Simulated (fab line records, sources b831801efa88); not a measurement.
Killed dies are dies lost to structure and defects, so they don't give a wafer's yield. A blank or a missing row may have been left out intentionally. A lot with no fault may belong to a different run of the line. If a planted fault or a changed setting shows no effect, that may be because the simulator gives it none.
Struck lot and sound lot, side by side + flow sfq-line + 14 steps out of a route of 325
Sound: wafers L857.3, L857.5, L857.6. Wafers struck: L874.1, L874.2, L874.5. Last of all comes the cause.
At each step with rows: each side's tool, then ch and its chambers, then its first start. Under that, the readings that differ: sound wafers + struck wafers + difference of the means + sigmas: that difference in standard deviations of wafers without a fault.
alike: readings whose means differ by less than 2 such deviations, and words and numbers that are the same on both sides. not compared: withheld readings, readings that some wafer has no value for, bounds like >300 that may hide the same value, and numbers for which the record gives no deviation and whose values overlap.
Wherever a step has rows on one side only, a row that says differs or no value, or a row with sigmas, the two part there. Numbers that have no deviation but don't overlap get no sigmas and don't part them. A reading that every wafer of one side lacks parts them only if that side has two wafers or more.

SFQ_INCOMING_BOW_MEAS_900:
  sound: film-metro-01 at day 1 15:02; struck: film-metro-04 at day 5 04:00
  alike: INCOMING_BOW
then, 1 step without rows for these wafers: SFQ_TRILAYER_INCOMING_OXIDATION_002 (target thk 500 nm, ox time 4939 s).
SFQ_TRILAYER_L0_DEP_SPUTTER_003: material MoNx KI, target thk 40 nm, time 100 s.
  sound: pvd-sputter-03 at day 1 17:29; struck: pvd-sputter-04 at day 5 06:29
  alike: throttle-valve-pct
SFQ_L0_RS_MEAS_901: measurement is done with a four-point probe.
  sound: film-metro-04 at day 1 17:36; struck: film-metro-04 at day 5 06:34
  alike: L0_MONX_KI_RS
SFQ_L0_THK_MEAS_902: measures by xrf.
  sound: film-metro-04 at day 1 17:42; struck: film-metro-04 at day 5 06:41
  alike: L0_MONX_KI_THK
then, 6 steps without rows for these wafers: SFQ_TRILAYER_L0_LITHO_COAT_010 (resist thk 62 nm); SFQ_TRILAYER_L0_LITHO_COAT_005 (resist thk 600 nm); SFQ_TRILAYER_L0_LITHO_SOFTBAKE_009; SFQ_TRILAYER_L0_LITHO_EXPOSE_006 (exposes mask L0, target cd 2000 nm); SFQ_TRILAYER_L0_LITHO_PEB_008 (peb time 60 s); SFQ_TRILAYER_L0_LITHO_DEVELOP_007 (time 60 s).
-- the record jumps here: 2 days lie between the struck wafers' starts before and after --
SFQ_TRILAYER_L0_BARC_OPEN_METAL_ETCH_010: etches BARC in O2, target depth 125 nm, time 41.7 s.
  sound on rie-metal-03 ch 0,1, day 3 19:11; struck on rie-metal-03 ch 0,1, day 7 10:13
  alike: drypump-motor-current-A, oes-product-au
  not compared: rf-hours-counter-h
SFQ_TRILAYER_L0_ETCH_METAL_ETCH_008: etches MoNx KI in SF6/O2, stops on SiO2, target depth 50 nm, time 25 s.
  sound on rie-metal-03 ch 0,1, day 3 19:14; struck on rie-metal-03 ch 0,1, day 7 10:17
| reading                                                   | sound             | struck            | difference | sigmas |
|-----------------------------------------------------------|-------------------|-------------------|------------|--------|
| model.KrF_of_TRILAYER_L0_LITHO_COAT_005.thk-nm (nm)       | 480.1 482 482.2   | 464.1 466.2 462.9 | -17.0      |        |
| model.L0.feature-depth-nm (nm)                            | 40.14 39.78 39.39 | 44.9 44.85 44.55  | +5.0       |        |
| model.SiO2_of_TRILAYER_INCOMING_OXIDATION_002.thk-nm (nm) | 513.1 517.2 513.6 | 494 501.7 500.1   | -16        |        |
  alike: drypump-motor-current-A, oes-product-au
  not compared: rf-hours-counter-h
SFQ_TRILAYER_L0_STRIP_STRIP_009: strips in O2.
  sound on rie-metal-03 ch 0,1, day 3 19:28; struck on rie-metal-03 ch 0,1, day 7 10:19
  alike: drypump-motor-current-A, oes-product-au
  not compared: rf-hours-counter-h

== WHERE THEY PART ==
Nowhere in this record.

WHY: whatever the simulator had introduced
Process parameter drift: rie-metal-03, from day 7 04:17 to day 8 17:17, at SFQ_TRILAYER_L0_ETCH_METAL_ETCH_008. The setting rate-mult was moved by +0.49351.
